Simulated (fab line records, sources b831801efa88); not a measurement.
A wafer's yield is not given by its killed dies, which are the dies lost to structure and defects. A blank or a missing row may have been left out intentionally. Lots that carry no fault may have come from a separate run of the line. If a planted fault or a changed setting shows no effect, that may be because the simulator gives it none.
Matching of chambers / flow gf180mcu / GF_V3_CMP_04 on cmp-02: 4 sister chambers
The step polishes SiO2. 14 wafers are shown with their chamber, then 7 later ones without.

== WAFERS, EACH WITH ITS CHAMBER ==
wafer=L961.3; chamber=2; motorCurrentA (A)=12.0; slurryFlowMlMin=149.8; timeToEndpointS (s)=72
wafer=L961.4; chamber=1; motorCurrentA (A)=9.4; slurryFlowMlMin=149.7; timeToEndpointS (s)=78
wafer=L961.5; chamber=2; motorCurrentA (A)=11.9; slurryFlowMlMin=150.4; timeToEndpointS (s)=76
wafer=L963.1; chamber=3; motorCurrentA (A)=10.5; slurryFlowMlMin=150.3; timeToEndpointS (s)=70
wafer=L963.3; chamber=0; motorCurrentA (A)=15.0; slurryFlowMlMin=149.6; timeToEndpointS (s)=78
wafer=L963.4; chamber=2; motorCurrentA (A)=12.5; slurryFlowMlMin=150.2; timeToEndpointS (s)=76
wafer=L964.2; chamber=3; motorCurrentA (A)=10.7; slurryFlowMlMin=149.5; timeToEndpointS (s)=73
wafer=L964.4; chamber=0; motorCurrentA (A)=14.4; slurryFlowMlMin=149.5; timeToEndpointS (s)=77
wafer=L964.5; chamber=0; motorCurrentA (A)=15.2; slurryFlowMlMin=150.2; timeToEndpointS (s)=77
wafer=L965.1; chamber=1; motorCurrentA (A)=9.6; slurryFlowMlMin=149.3; timeToEndpointS (s)=67
wafer=L965.3; chamber=3; motorCurrentA (A)=10.8; slurryFlowMlMin=150.4; timeToEndpointS (s)=71
wafer=L965.6; chamber=3; motorCurrentA (A)=10.5; slurryFlowMlMin=150.2; timeToEndpointS (s)=72
wafer=L966.1; chamber=2; motorCurrentA (A)=12.1; slurryFlowMlMin=150.9; timeToEndpointS (s)=71
wafer=L966.3; chamber=3; motorCurrentA (A)=10.6; slurryFlowMlMin=149.7; timeToEndpointS (s)=76

SIGNATURES (averages over the wafers above)
reading=motorCurrentA; chamber 0=14.867; chamber 1=9.500; chamber 2=12.125; chamber 3=10.620; scatter within a chamber=0.253
reading=slurryFlowMlMin; chamber 0=149.767; chamber 1=149.500; chamber 2=150.325; chamber 3=150.020; scatter within a chamber=0.403
reading=timeToEndpointS; chamber 0=77.33; chamber 1=72.50; chamber 2=73.75; chamber 3=72.40; scatter within a chamber=3.21
Rule: a wafer's distance from a chamber is the root of the sum, over the readings, of the square of ((its reading less the chamber's mean) divided by the reading's scatter). The wafer belongs to the nearest chamber; if the next one is less than 2 further off, it can't be placed. The scatter: take each reading less its chamber's mean, square it, sum over the shown wafers, divide by the number of wafers less the number of chambers, and take the root.

== WAFERS WITH NO CHAMBER GIVEN ==
wafer=L966.6; motorCurrentA (A)=9.0; slurryFlowMlMin=150.0; timeToEndpointS (s)=75
wafer=L967.2; motorCurrentA (A)=10.4; slurryFlowMlMin=149.6; timeToEndpointS (s)=68
wafer=L967.5; motorCurrentA (A)=10.7; slurryFlowMlMin=150.2; timeToEndpointS (s)=74
wafer=L967.6; motorCurrentA (A)=12.2; slurryFlowMlMin=150.1; timeToEndpointS (s)=70
wafer=L978.1; motorCurrentA (A)=11.4; slurryFlowMlMin=148.8; timeToEndpointS (s)=72
wafer=L978.3; motorCurrentA (A)=9.3; slurryFlowMlMin=149.2; timeToEndpointS (s)=72
wafer=L978.6; motorCurrentA (A)=9.3; slurryFlowMlMin=149.9; timeToEndpointS (s)=76

== THE CHAMBER EACH PASSED THROUGH ==
wafer=L966.6; from the rows above=1; in truth=1
wafer=L967.2; from the rows above=can't be placed: 3 or 1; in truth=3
wafer=L967.5; from the rows above=3; in truth=3
wafer=L967.6; from the rows above=2; in truth=2
wafer=L978.1; from the rows above=can't be placed: 3 or 2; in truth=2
wafer=L978.3; from the rows above=1; in truth=1
wafer=L978.6; from the rows above=1; in truth=1
Correctly placed: 5 of 7. Can't be placed from these rows: 2 (the true chamber is among the candidates in 2). 0 placed wrongly.
